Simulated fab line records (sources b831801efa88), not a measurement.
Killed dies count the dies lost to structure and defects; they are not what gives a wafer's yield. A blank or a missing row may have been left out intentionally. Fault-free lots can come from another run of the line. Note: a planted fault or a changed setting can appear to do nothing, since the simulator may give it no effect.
The tool behind it: which one?    flow sky130    36 wafers from 12 lots sampled at 5 of the route's 708 steps

WHAT THE GAUGES SHOWED, per wafer
SKY_RES_XHIGH_TW_MEAS_09. Usual: for RES_XHIGH_TW the level is 1634 and the standard deviation is 17.
lot   measured      on            RES_XHIGH_TW    flag
L998  day 27 18:53  filmMetro-04  1637 1634 1646  
L999  day 27 20:19  filmMetro-03  1640 1642 1639  
L101  day 27 20:21  filmMetro-02  1603 1621 1621  
L104  day 30 00:28  filmMetro-03  1643 1640 1641  
L106  day 30 01:58  filmMetro-03  1554 1561 1561  OFF
L108  day 30 10:35  filmMetro-03  1553 1542 1555  OFF
L109  day 30 13:31  filmMetro-02  1609 1608 1612  
L112  day 31 15:32  filmMetro-04  1650 1647 1645  
L113  day 31 17:47  filmMetro-04  1647 1645 1636  
L117  day 33 10:22  filmMetro-04  1645 1646 1654  
L119  day 33 22:25  filmMetro-02  1607 1610 1610  
L121  day 34 10:46  filmMetro-02  1608 1618 1608  

SKY_SD_N_TW_MEAS_12. Usual: for SD_N_TW the level is 3997 and the standard deviation is 40.
lot   measured      on            SD_N_TW         flag
L998  day 29 00:12  filmMetro-04  4028 4016 4030  
L999  day 29 01:23  filmMetro-03  3992 3993 3984  
L101  day 29 02:14  filmMetro-02  3936 3931 3910  
L104  day 31 05:04  filmMetro-03  3997 4003 4031  
L106  day 31 06:40  filmMetro-03  4021 4006 4019  
L108  day 31 15:05  filmMetro-04  4029 4030 4004  
L109  day 31 17:46  filmMetro-02  3951 3963 3949  
L112  day 32 19:13  filmMetro-02  3909 3909 3906  
L113  day 32 20:58  filmMetro-03  4050 4064 4048  
L117  day 34 13:49  filmMetro-03  4003 3993 3987  
L119  day 35 02:13  filmMetro-03  4011 3994 4012  
L121  day 35 13:08  filmMetro-04  3976 3981 3967  

SKY_SD_N_RS_MEAS_18: measurement is done with a four-point probe. Usual: for RES_XHIGH_RS the level is 330.0 ohm/sq and the standard deviation is 1.3.
lot   measured      on            RES_XHIGH_RS (ohm/sq)  flag
L998  day 29 00:44  filmMetro-03  330.9 331.6 331.0      
L999  day 29 01:54  filmMetro-02  330.3 329.1 329.0      
L101  day 29 02:47  filmMetro-04  330.9 331.4 331.9      
L104  day 31 05:35  filmMetro-02  329.9 329.6 330.4      
L106  day 31 07:11  filmMetro-04  383.9 384.9 383.7      OFF
L108  day 31 15:37  filmMetro-03  385.6 386.7 385.5      OFF
L109  day 31 18:18  filmMetro-03  331.5 329.5 330.9      
L112  day 32 19:46  filmMetro-03  331.3 330.6 331.2      
L113  day 32 21:31  filmMetro-04  330.7 331.0 331.5      
L117  day 34 14:20  filmMetro-02  330.2 330.4 328.3      
L119  day 35 02:45  filmMetro-04  327.4 326.9 327.5      
L121  day 35 13:40  filmMetro-02  329.2 327.3 329.2      

SKY_LI_CONTACT_RS_MEAS_22: measurement is done with a four-point probe. Usual: for LI_CONTACT_W_RS the level is 0.284 ohm/sq and the standard deviation is 0.0039.
lot   measured      on            LI_CONTACT_W_RS (ohm/sq)  flag
L998  day 30 05:57  filmMetro-04  0.287 0.281 0.287         
L999  day 30 07:49  filmMetro-03  0.282 0.280 0.281         
L101  day 30 08:49  filmMetro-04  0.291 0.290 0.286         
L104  day 32 10:37  filmMetro-03  0.289 0.283 0.289         
L106  day 32 12:22  filmMetro-03  0.284 0.283 0.288         
L108  day 32 20:20  filmMetro-04  0.280 0.282 0.281         
L109  day 32 21:46  filmMetro-03  0.284 0.285 0.284         
L112  day 33 23:59  filmMetro-04  0.279 0.284 0.280         
L113  day 34 01:25  filmMetro-04  0.280 0.282 0.285         
L117  day 35 18:26  filmMetro-04  0.276 0.279 0.282         
L119  day 36 06:30  filmMetro-03  0.283 0.281 0.284         
L121  day 36 17:02  filmMetro-04  0.288 0.290 0.288         

TOOL THAT RAN EACH LOT (tool first, then ch and the chambers of the sampled wafers, then the start)
lot   SKY_RES_XHIGH_IMPLANT_07
L998  implanter-03 ch 0, day 27 18:40
L999  implanter-03 ch 0, day 27 20:04
L101  implanter-01 ch 0, day 27 20:08
L104  implanter-01 ch 0, day 30 00:13
L106  implanter-01 ch 0, day 30 01:43
L108  implanter-01 ch 0, day 30 10:20
L109  implanter-04 ch 0, day 30 13:16
L112  implanter-04 ch 0, day 31 15:17
L113  implanter-03 ch 0, day 31 17:32
L117  implanter-04 ch 0, day 33 10:07
L119  implanter-03 ch 0, day 33 22:10
L121  implanter-03 ch 0, day 34 10:32
- SKY_RES_XHIGH_IMPLANT_07

WHAT THE TOOLS THEMSELVES READ (means of the sampled wafers that have a number; where no wafer has one, the mark that the record gives instead)
SKY_RES_XHIGH_IMPLANT_07. Usual: beamEnergyKeV 19.609, standard deviation 0.0054; beamOnS 45 s, standard deviation 7.4; doseIonsCm2 3.601e+14, standard deviation 3.9e+11.
lot   tool          beamEnergyKeV  beamOnS (s)  doseIonsCm2  flag
L998  implanter-03  19.604         53           3.596e+14    
L999  implanter-03  19.610         53           3.600e+14    
L101  implanter-01  19.615         37           3.596e+14    
L104  implanter-01  19.605         37           3.605e+14    
L106  implanter-01  19.612         31           2.991e+14    OFF
L108  implanter-01  19.606         31           2.993e+14    OFF
L109  implanter-04  19.605         39           3.601e+14    
L112  implanter-04  19.606         39           3.599e+14    
L113  implanter-03  19.614         54           3.601e+14    
L117  implanter-04  19.608         39           3.605e+14    
L119  implanter-03  19.613         53           3.602e+14    
L121  implanter-03  19.616         53           3.601e+14    

THE ANSWER, worked out from the rows above alone
Rule: take the mean of a lot's wafers that have a number; if it is more than 3 standard deviations from the usual mean, the lot is off. Also off: a lot with no number at a reading for which 4 or more lots have one. Where the step has rows for the other lots, those lots are counted as sound. After the gauges, taken in route order, come the tools' own readings; for these a lot's mean is taken, as printed above. At the first step where some lot is off, the reading lying furthest off is the one used; lots without a number count as furthest.
Off: L106, L108, seen at SKY_RES_XHIGH_TW_MEAS_09 (RES_XHIGH_TW).
A tool fits if, at a process step before that reading, it ran every lot that is off, and no sound lot after the first of them. Not tried: the gauges at SKY_RES_XHIGH_TW_MEAS_09; whatever is off there is also off at SKY_RES_XHIGH_IMPLANT_07, on other tools, and gauge error can't account for it. One candidate fits, namely implanter-01 at SKY_RES_XHIGH_IMPLANT_07. A fault onset in the window from L104 (day 30 00:13, its last sound lot) to L106 (day 30 01:43, its first lot off) fits.
On the lots that are off, the tool's own readings at SKY_RES_XHIGH_IMPLANT_07 differ by more than 5 times the standard deviation of the sound lots' means, which bears it out; doseIonsCm2 reads 2.992e+14 there versus 3.601e+14 on the sound lots.

WHAT THE SIMULATOR HAD INSERTED
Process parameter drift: implanter-01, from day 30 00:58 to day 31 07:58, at SKY_RES_XHIGH_IMPLANT_07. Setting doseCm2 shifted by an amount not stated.
Shown lots that were struck: L106, L108. The rule above found the same.
